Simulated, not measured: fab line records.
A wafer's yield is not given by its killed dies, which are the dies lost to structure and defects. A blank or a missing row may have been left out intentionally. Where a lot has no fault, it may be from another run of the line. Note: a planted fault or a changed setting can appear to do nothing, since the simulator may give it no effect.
Which of the tools did it? ; flow sky130 ; 42 wafers from 14 lots sampled at 2 of the route's 708 steps

WHAT THE GAUGES READ, wafer by wafer
The record holds no reading of a measuring or inspecting step that can be judged against a usual standard deviation.

WHAT TOOL EACH LOT RAN ON (gives the tool, then ch and the chambers of the sampled wafers, and finally the start)
lot;SKY_VIA1_SOFTBAKE_08;SKY_PAD_OPEN_PROBE_99
L992;litho-track-04 ch 0, day 33 00:00;prober-01, day 45 09:49
L993;litho-track-02 ch 0, day 33 14:00;prober-02, day 45 19:46
L994;litho-track-04 ch 0, day 34 00:00;prober-01, day 46 04:04
L996;litho-track-02 ch 0, day 34 21:00;prober-01, day 46 19:32
L998;litho-track-01 ch 0, day 35 13:00;prober-01, day 47 11:35
L100;litho-track-04 ch 0, day 36 06:00;prober-01, day 47 22:54
L101;litho-track-02 ch 0, day 36 09:00;prober-02, day 47 23:48
L102;litho-track-04 ch 0, day 36 15:00;prober-01, day 48 04:57
L104;litho-track-02 ch 0, day 37 08:00;prober-01, day 48 16:58
L109;litho-track-02 ch 0, day 38 23:00;prober-02, day 49 20:49
L110;litho-track-02 ch 0, day 39 03:00;prober-01, day 50 00:58
L112;litho-track-04 ch 0, day 39 20:00;prober-01, day 50 14:55
L114;litho-track-01 ch 0, day 40 06:00;prober-01, day 50 17:58
L115;litho-track-01 ch 0, day 40 12:00;prober-02, day 50 21:50
- SKY_VIA1_SOFTBAKE_08: time 90 s.
- SKY_PAD_OPEN_PROBE_99

AS READ BY THE TOOLS THEMSELVES (means over the sampled wafers that have a number; for cases with no such wafer, the mark the record gives instead)
SKY_VIA1_SOFTBAKE_08. Usual: heater-power-total-W 57.37 W, standard deviation 0.12; plate-temp-C 100.01 C, standard deviation 0.12.
lot;tool;heater-power-total-W (W);plate-temp-C (C);flag
L992;litho-track-04;57.45;100.07;
L993;litho-track-02;57.37;100.06;
L994;litho-track-04;57.28;100.15;
L996;litho-track-02;57.27;100.10;
L998;litho-track-01;57.42;100.04;
L100;litho-track-04;57.44;99.97;
L101;litho-track-02;57.34;99.96;
L102;litho-track-04;57.42;100.10;
L104;litho-track-02;57.42;100.07;
L109;litho-track-02;55.97;98.24;OFF
L110;litho-track-02;55.95;98.22;OFF
L112;litho-track-04;57.28;99.87;
L114;litho-track-01;57.40;99.88;
L115;litho-track-01;57.32;100.01;

SKY_PAD_OPEN_PROBE_99. Usual: defect-limited-yield 82.5 %, standard deviation 1.7; killed_at_M0_to_M3 43, standard deviation 6.7; killed_at_M4_up 3.2, standard deviation 1.8; killed-at-contacts 24, standard deviation 4.8; killed-at-front-end 16, standard deviation 4.2; killed-at-other 0.3, standard deviation 0.56; killed-dies 86, standard deviation 8.5; killed-open 47, standard deviation 6.7; killed-short 39, standard deviation 6; sort_bin_3_pad_short 0.9 %, standard deviation 0.45; sort_bin_5_function 10.3 %, standard deviation 1.6; sort_bin_6_memory 6.3 %, standard deviation 1; sort-n-pass 406, standard deviation 8.5; sort-yield-pct 82.5 %, standard deviation 1.7.
lot;tool;defect-limited-yield (%);killed_at_M0_to_M3;killed_at_M4_up;killed-at-contacts;killed-at-front-end;killed-at-other;killed-dies;killed-open;killed-short;sort_bin_3_pad_short (%);sort_bin_5_function (%);sort_bin_6_memory (%);sort-n-pass;sort-yield-pct (%);flag
L992;prober-01;82.6;39;4.0;27;15;0.0;85;46;39;0.9;10.6;5.8;407;82.6;
L993;prober-02;82.7;40;3.0;23;18;0.3;85;42;43;0.9;9.8;6.5;407;82.7;
L994;prober-01;81.4;45;4.3;24;19;0.3;92;50;39;0.5;10.9;7.2;400;81.4;
L996;prober-01;82.8;45;2.7;18;18;0.7;84;46;39;0.7;10.3;6.2;408;82.8;
L998;prober-01;81.2;51;3.7;22;15;1.0;92;45;47;1.1;11.8;5.9;400;81.2;
L100;prober-01;81.8;46;4.7;27;12;0.0;90;52;37;0.4;11.6;6.2;402;81.8;
L101;prober-02;81.2;53;4.3;25;10;0.0;92;53;38;1.4;10.3;7.0;400;81.2;
L102;prober-01;84.1;44;2.7;19;12;0.3;78;41;37;1.0;9.1;5.8;414;84.1;
L104;prober-01;82.9;36;2.0;29;18;0.0;84;47;37;1.1;9.5;6.5;408;82.9;
L109;prober-02;83.9;33;3.0;25;17;1.0;79;42;37;0.5;9.4;6.2;413;83.9;
L110;prober-01;82.3;46;2.3;22;16;0.7;87;46;41;0.6;10.4;6.6;405;82.3;
L112;prober-01;82.7;42;3.0;21;18;0.3;85;44;40;1.0;9.8;6.4;407;82.7;
L114;prober-01;83.4;44;3.3;24;11;0.0;82;41;41;1.1;8.7;6.7;410;83.4;
L115;prober-02;82.5;44;2.0;25;15;0.3;86;46;40;1.1;10.3;6.1;406;82.5;

THE ANSWER, worked out from the rows above alone
Rule: take the mean of a lot's wafers that have a number; if it is more than 3 standard deviations from the usual mean, the lot is off. Also off: a lot with no number at a reading for which 4 or more lots have one. Any other lot the step has rows for is counted as sound. After the gauges, taken in route order, come the tools' own readings; for these a lot's mean is taken, as printed above. At the first step where some lot is off, the reading lying furthest off is the one used; lots without a number count as furthest.
Off, at SKY_VIA1_SOFTBAKE_08 on plate-temp-C: L109, L110.
A tool fits if, at that step or a process step before it, it ran every lot that is off, and no sound lot after the first of them. One candidate fits, namely litho-track-02 at SKY_VIA1_SOFTBAKE_08. Its last sound lot is L104 (day 37 08:00), its first lot that is off L109 (day 38 23:00): a fault that began between those two fits.
The tool's own readings at SKY_VIA1_SOFTBAKE_08 bear it out: on the lots that are off they differ by more than 5 times the standard deviation of the sound lots' means. heater-power-total-W reads 55.96 W there against 57.37 W on the sound lots; plate-temp-C reads 98.23 C there against 100.02 C on the sound lots.

WHAT THE SIMULATOR HAD INSERTED
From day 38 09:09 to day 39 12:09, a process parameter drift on litho-track-02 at SKY_VIA1_SOFTBAKE_08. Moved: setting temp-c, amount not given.
Struck lots among those shown: L109, L110. The rule given above showed the same thing.
